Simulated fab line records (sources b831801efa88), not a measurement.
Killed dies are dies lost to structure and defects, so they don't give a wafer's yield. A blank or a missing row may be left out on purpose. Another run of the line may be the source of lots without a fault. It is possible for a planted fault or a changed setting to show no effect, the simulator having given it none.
8D (eight disciplines) problem report, filled in by code || flow sky130 || the parts of the form that need people (team, actions taken, sign-off) are left out

## 1. WHAT WENT WRONG
cathode_dc_power_W at SKY_VIA2_SPUTTER_20 reads a mean of 3626.0 W on 9 wafers of 3 lots; wafers without a fault read 4000.0 W with a standard deviation of 0.71. That is -99 or more standard deviations from the usual mean.
The step: material TiN, target thk 20 nm, time 80 s.
The first sign was on wafer L252.2 at day 39 22:44, on pvd_sputter-02. The record holds 21 wafers of 7 lots with a number at this step. Rule for "out", or "out of limits": more than 4 standard deviations from the usual mean. Any other wafer with a number is counted as sound.

## 2. WHAT IT IS, AND WHAT IT ISN'T
{"question": "which readings at this step", "is": "cathode_dc_power_W", "is not": "throttle_valve_pct"}
{"question": "which lots", "is": "L252, L253, L254", "is not": "L242, L257, L258, L264"}
{"question": "which wafers of those lots", "is": "all that have a number", "is not": "-"}
{"question": "read on which tools", "is": "pvd_sputter-02", "is not": "pvd_sputter-03"}
{"question": "when", "is": "from day 39 22:44", "is not": "up to then (3 sound wafers); but 9 sound wafers of L257, L258, L264 came after"}

## 3. SUSPECTS, AND WHAT RULES EACH OUT
Counting: any tool at a process step up to the reading is kept as a suspect provided that every lot that is out went through it and no sound lot did after the first of them.
- pvd_sputter-02 at SKY_VIA2_SPUTTER_20 (material TiN, target thk 20 nm, time 80 s): ruled out as a lasting fault. After its first lot that is out, L252 (day 39 22:44), sound lots L264 ran on it.
Left after counting: nothing in the record.

## 4. THE CAUSE (what the simulator had put in)
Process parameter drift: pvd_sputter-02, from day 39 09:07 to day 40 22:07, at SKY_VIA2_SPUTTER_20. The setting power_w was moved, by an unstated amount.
Counting ruled it out, wrongly.

## 5. THE CHAIN OF EFFECTS, in route order
One row per reading whose mean, taken over the struck wafers that have a number, lies over 3 standard deviations from the usual. Only readings whose record carries a usual standard deviation are examined. hours: median over the lots of the time between each lot's start at the first step of this table that gives one and its start at this step. sigmas: the change, counted in usual standard deviations.
{"hours": 0, "step": "SKY_VIA2_SPUTTER_20", "reading": "cathode_dc_power_W", "usual": "4000.0 W", "on struck wafers": 3626.0, "change": -374.0, "sigmas": "-99 or more"}
The process steps in it:
- SKY_VIA2_SPUTTER_20: material TiN, target thk 20 nm, time 80 s.

## 6. WHAT WOULD HAVE CAUGHT IT SOONER
In this record no reading fell out of limits until day 39 22:44, 14 hours after the fault had begun at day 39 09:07.
